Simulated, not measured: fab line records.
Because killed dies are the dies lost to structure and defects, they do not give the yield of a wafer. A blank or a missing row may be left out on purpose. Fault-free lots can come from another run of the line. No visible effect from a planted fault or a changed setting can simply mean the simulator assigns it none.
Comparing a struck lot with a sound one    flow sky130    24 steps out of a route of 708
Sound: wafers L282.2, L282.3, L282.4. Wafers L288.3, L288.4, L288.6 were the ones struck. The cause is named last.
Each step with rows lists, per side, the tool, then ch with its chambers, then its first start. Under that, the readings that differ: sound wafers    struck wafers    difference of the means    sigmas: that difference in standard deviations of wafers without a fault.
alike: a reading whose means differ by less than 2 such deviations, as well as words and numbers matching on both sides. not compared: withheld readings; readings where some wafer has no value; bounds like >300 that might hide an equal value; numbers whose values overlap and for which the record gives no deviation.
Wherever a step has rows on one side only, a row that says differs or no value, or a row with sigmas, the two part there. Non-overlapping numbers with no deviation appear without sigmas and do not part them. A reading that every wafer of one side lacks parts them only if that side has two wafers or more.

first, 8 steps without rows for these wafers: SKY_RES_XHIGH_DEHYDRATE_00 (time 60 s); SKY_RES_XHIGH_HMDS_01 (prime time 60 s); SKY_RES_XHIGH_COAT_02 (resist thk 1140 nm); SKY_RES_XHIGH_SOFTBAKE_03 (time 60 s); SKY_RES_XHIGH_EXPOSE_04 (exposes mask URPM, target cd 1270 nm); SKY_RES_XHIGH_PEB_05; SKY_RES_XHIGH_DEVELOP_06 (develop time 60 s); SKY_RES_XHIGH_IMPLANT_07.
SKY_RES_XHIGH_STRIP_08: strips in O2/N2.
  sound on plasma-asher-03 ch 0,1, day 28 07:26; struck on plasma-asher-04 ch 0,1, day 30 10:22
reading                       sound              struck             difference  sigmas
strip-time-to-endpoint-s (s)  14.23 14.23 14.22  14.32 14.33 14.31  +0.09       +2
  alike: drypump-motor-current-A, oes-product-au
  not compared: rf-hours-counter-h
SKY_RES_XHIGH_TW_MEAS_09:
  sound: film-metro-03 at day 28 07:32; struck: film-metro-01 at day 30 10:27
reading       sound           struck          difference  sigmas
RES_XHIGH_TW  1628 1630 1636  1682 1666 1669  +41         +3
then, 2 steps without rows for these wafers: SKY_SD_N_DEHYDRATE_00 (time 60 s); SKY_SD_N_HMDS_01 (prime time 60 s).
SKY_SD_N_COAT_02: resist thk 1140 nm.
  sound on litho-track-01 ch 0, day 28 21:40; struck on litho-track-01 ch 0, day 31 00:02
reading                                    sound           struck          difference  sigmas
model.NOVOLAK_of_SD_N_COAT_02.thk-nm (nm)  1140 1140 1142  1161 1166 1163  +23         
then, 3 steps without rows for these wafers: SKY_SD_N_SOFTBAKE_03 (time 60 s); SKY_SD_N_EXPOSE_04 (exposes mask NSDM, target cd 380 nm); SKY_SD_N_PEB_05.
SKY_SD_N_DEVELOP_06: develop time 60 s.
  sound on litho-track-02 ch 0, day 29 11:49; struck on litho-track-04 ch 0, day 31 14:28
reading                                    sound           struck          difference  sigmas
model.NOVOLAK_of_SD_N_COAT_02.thk-nm (nm)  1139 1140 1141  1161 1165 1162  +23         
SKY_SD_N_CD_MEAS_07: target cd 380 nm.
  sound: cd-sem-02 at day 29 11:58; struck: cd-sem-02 at day 31 14:37
  alike: cd-nm
SKY_SD_N_OVL_MEAS_08:
  sound: overlay-01 at day 29 12:04; struck: overlay-02 at day 31 14:42
reading        sound        struck          difference  sigmas
SD_N_OVL (nm)  0.8 1.2 1.0  -2.2 -2.9 -1.0  -3.0        -2
then, 2 steps without rows for these wafers: SKY_SD_N_IMPLANT_09; SKY_SD_N_IMPLANT_10.
SKY_SD_N_STRIP_11: strips in O2/N2.
  sound on plasma-asher-03 ch 0,1, day 29 12:24; struck on plasma-asher-04 ch 0,1, day 31 15:04
reading                       sound              struck             difference  sigmas
strip-time-to-endpoint-s (s)  22.57 22.56 22.56  22.74 22.83 22.75  +0.21       +6
  alike: drypump-motor-current-A, oes-product-au
  not compared: rf-hours-counter-h
SKY_SD_N_TW_MEAS_12:
  sound: film-metro-02 at day 29 12:31; struck: film-metro-01 at day 31 15:10
  alike: SD_N_TW
SKY_PAD_OPEN_PROBE_99:
  rows exist in the record for the sound wafers here (prober-01, day 46 22:20), none for the struck ones

== WHERE THEY PART ==
First at SKY_RES_XHIGH_STRIP_08; last, within this record, at SKY_PAD_OPEN_PROBE_99.

WHY: whatever the simulator had introduced
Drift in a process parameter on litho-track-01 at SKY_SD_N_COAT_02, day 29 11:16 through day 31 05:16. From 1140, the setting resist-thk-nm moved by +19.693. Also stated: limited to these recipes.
